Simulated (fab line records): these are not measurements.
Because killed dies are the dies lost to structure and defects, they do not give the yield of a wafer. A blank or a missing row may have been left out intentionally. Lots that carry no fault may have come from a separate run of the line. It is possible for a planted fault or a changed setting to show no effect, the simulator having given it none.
What tool caused it? | flow gf180mcu | Sampling: 11 lots, 33 wafers, 3 of 602 route steps

## WHAT THE GAUGES READ, wafer by wafer
GF_NSD_TW_MEAS_12.
lot  | measured     | on           | NSD_TW
L719 | day 13 08:48 | filmMetro-03 | 4285 4282 4275
L720 | day 13 14:56 | filmMetro-02 | 4264 4277 4243
L723 | day 15 00:42 | filmMetro-04 | 4191 4215 4206
L726 | day 15 19:01 | filmMetro-03 | 4228 4228 4222
L728 | day 16 19:33 | filmMetro-03 | 4258 4255 4258
L731 | day 17 18:05 | filmMetro-03 | 4230 4217 4245
L734 | day 18 16:50 | filmMetro-04 | 4404 4403 4416
L735 | day 18 22:37 | filmMetro-04 | 4163 4161 4157
L737 | day 19 14:20 | filmMetro-04 | 4421 4461 4411
L738 | day 19 21:59 | filmMetro-02 | 4250 4262 4257
L742 | day 21 08:18 | filmMetro-02 | 4241 4251 4236

## EACH LOT AND THE TOOL THAT RAN IT (in order: tool; ch and the chambers of the sampled wafers; start)
lot  | GF_NSD_IMPLANT_09               | GF_NSD_STRIP_11
L719 | implanter-02 ch 0, day 13 08:24 | plasmaAsher-01 ch 0,1, day 13 08:42
L720 | implanter-02 ch 0, day 13 14:32 | plasmaAsher-01 ch 0,1, day 13 14:50
L723 | implanter-02 ch 0, day 15 00:20 | plasmaAsher-01 ch 0,1, day 15 00:36
L726 | implanter-02 ch 0, day 15 18:37 | plasmaAsher-02 ch 0,1, day 15 18:54
L728 | implanter-01 ch 0, day 16 19:09 | plasmaAsher-02 ch 0, day 16 19:27
L731 | implanter-03 ch 0, day 17 17:41 | plasmaAsher-01 ch 0,1, day 17 17:59
L734 | implanter-02 ch 0, day 18 16:26 | plasmaAsher-01 ch 0,1, day 18 16:44
L735 | implanter-03 ch 0, day 18 22:13 | plasmaAsher-02 ch 0,1, day 18 22:30
L737 | implanter-02 ch 0, day 19 13:58 | plasmaAsher-02 ch 0,1, day 19 14:15
L738 | implanter-01 ch 0, day 19 21:35 | plasmaAsher-02 ch 0,1, day 19 21:52
L742 | implanter-01 ch 0, day 21 07:54 | plasmaAsher-01 ch 0, day 21 08:12
- GF_NSD_IMPLANT_09
- GF_NSD_STRIP_11: strips in O2/N2.

## THE ANSWER, worked out from the rows above alone
Rule: the usual values come from the lots themselves. The widest of any qualifying gaps counts: lots, ordered by their means at a reading, are off when they make up no more than a third of the lots, leave a main group of 4 or more, and stand apart from it by 3 or more times the standard deviation of that group's means. Not used: any main group whose means are identical at the precision the tables above print for the reading. Also off: a lot with no number at a reading for which 4 or more lots have one. All remaining lots with rows at the step are treated as sound.
Off: at GF_NSD_TW_MEAS_12 (NSD_TW), L734, L737. For the main group the mean is 4235 and the standard deviation 34.
If a tool, at a process step before that reading, ran all the lots that are off and no sound lot after the first of them, it fits. Those tools and the gauges at GF_NSD_TW_MEAS_12 are tried in the same way. One candidate fits, namely implanter-02 at GF_NSD_IMPLANT_09. Its last sound lot is L726 (day 15 18:37), its first lot that is off L734 (day 18 16:26): a fault that began between those two fits.

## WHAT WAS PUT IN BY THE SIMULATOR
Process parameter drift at GF_NSD_IMPLANT_09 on implanter-02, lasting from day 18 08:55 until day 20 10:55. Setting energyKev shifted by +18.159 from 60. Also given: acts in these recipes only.
Shown lots that were struck: L734, L737. The same result came from the rule above.
